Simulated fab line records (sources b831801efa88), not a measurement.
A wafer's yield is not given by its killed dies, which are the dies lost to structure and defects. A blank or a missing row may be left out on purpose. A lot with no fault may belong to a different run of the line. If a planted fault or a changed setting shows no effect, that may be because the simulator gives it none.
What tool caused it? | flow sky130 | at 1 step of a route of 708, 12 lots with 36 wafers sampled

WHAT THE GAUGES READ, wafer by wafer
SKY_FIELD_ISO_BOW_MEAS_00.
lot  | measured    | on            | INCOMING_BOW (um)
L075 | day 1 15:02 | film-metro-03 | 3 19 8
L077 | day 2 01:00 | film-metro-03 | -2 3 16
L079 | day 2 11:00 | film-metro-03 | 1 -10 -7
L081 | day 2 21:00 | film-metro-04 | -3 -11 -2
L083 | day 3 07:00 | film-metro-01 | 5 -4 4
L085 | day 3 17:00 | film-metro-03 | 0 2 -1
L087 | day 4 03:00 | film-metro-01 | -5 -7 5
L089 | day 4 13:00 | film-metro-04 | -2 11 5
L091 | day 4 23:01 | film-metro-04 | 2 -1 7
L093 | day 5 09:01 | film-metro-03 | 2 -2 4
L095 | day 5 19:00 | film-metro-03 | -4 1 2
L097 | day 6 05:01 | film-metro-03 | -5 -1 9

EACH LOT AND THE TOOL THAT RAN IT (in order: tool; ch and the chambers of the sampled wafers; start)
The record holds no process step before these readings.

THE ANSWER, worked out from the rows above alone
Rule: the usual values come from the lots themselves. Put in order of their means at a reading, lots are off if they are a third of the lots or fewer, leave a main group of 4 or more, and stand apart from it by a gap of 3 or more times the standard deviation of the main group's means; of several such gaps the widest counts. A main group whose means are all the same, to the digits that the tables above print for the reading, isn't used. A lot without any number at a reading at which 4 lots or more have one is off too. Where the step has rows for the other lots, those lots are counted as sound.
None of the lots is off at any reading shown; this tells nothing.

WHAT THE SIMULATOR PUT IN
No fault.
